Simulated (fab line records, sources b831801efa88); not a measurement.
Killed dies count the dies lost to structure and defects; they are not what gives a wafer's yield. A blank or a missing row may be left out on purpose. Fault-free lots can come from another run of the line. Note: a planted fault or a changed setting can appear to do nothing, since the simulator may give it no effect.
Chamber matching / flow sky130 / SKY_SONOS_ONO_ETCH_15 on rieDiel-02: 4 sister chambers
The step etches the open film in CHF3/O2, target depth 19.52 nm, time 7.8 s. 7 wafers are shown with their chamber, then 7 later ones without.

## WAFERS PAIRED WITH THEIR CHAMBERS
wafer=L851.4; chamber=2; drypumpMotorCurrentA (A)=5.7; oesProductAu (a.u.)=1.002
wafer=L859.2; chamber=0; drypumpMotorCurrentA (A)=5.1; oesProductAu (a.u.)=0.979
wafer=L859.6; chamber=0; drypumpMotorCurrentA (A)=5.1; oesProductAu (a.u.)=0.972
wafer=L868.5; chamber=1; drypumpMotorCurrentA (A)=5.5; oesProductAu (a.u.)=0.999
wafer=L868.6; chamber=3; drypumpMotorCurrentA (A)=6.1; oesProductAu (a.u.)=1.000
wafer=L871.2; chamber=3; drypumpMotorCurrentA (A)=6.0; oesProductAu (a.u.)=0.995
wafer=L871.3; chamber=1; drypumpMotorCurrentA (A)=5.5; oesProductAu (a.u.)=0.968

## WAFERS WITHOUT THEIR CHAMBER
wafer=L871.4; drypumpMotorCurrentA (A)=5.7; oesProductAu (a.u.)=0.994
wafer=L872.2; drypumpMotorCurrentA (A)=5.1; oesProductAu (a.u.)=0.987
wafer=L872.5; drypumpMotorCurrentA (A)=5.7; oesProductAu (a.u.)=0.995
wafer=L872.6; drypumpMotorCurrentA (A)=6.1; oesProductAu (a.u.)=0.985
wafer=L873.4; drypumpMotorCurrentA (A)=5.7; oesProductAu (a.u.)=1.008
wafer=L873.5; drypumpMotorCurrentA (A)=5.7; oesProductAu (a.u.)=1.001
wafer=L873.6; drypumpMotorCurrentA (A)=5.5; oesProductAu (a.u.)=0.985

## WHICH CHAMBER EACH WENT THROUGH
wafer=L871.4; from the rows above=2; in truth=2
wafer=L872.2; from the rows above=0; in truth=0
wafer=L872.5; from the rows above=2; in truth=2
wafer=L872.6; from the rows above=3; in truth=3
wafer=L873.4; from the rows above=2; in truth=2
wafer=L873.5; from the rows above=2; in truth=2
wafer=L873.6; from the rows above=1; in truth=1
Correctly placed: 7 of 7. Number that these rows cannot place: 0. Wrongly placed: 0.
How it was worked out, from the rows above alone: a wafer's distance from a chamber is the root of the sum, over the readings, of the square of ((its reading less the chamber's mean) divided by the reading's scatter). The wafer belongs to the nearest chamber; if the next one is less than 2 further off, it can't be placed. Each chamber's mean is taken over the wafers shown for it. The scatter: take each reading less its chamber's mean, square it, sum over the shown wafers, divide by the number of wafers less the number of chambers, and take the root.
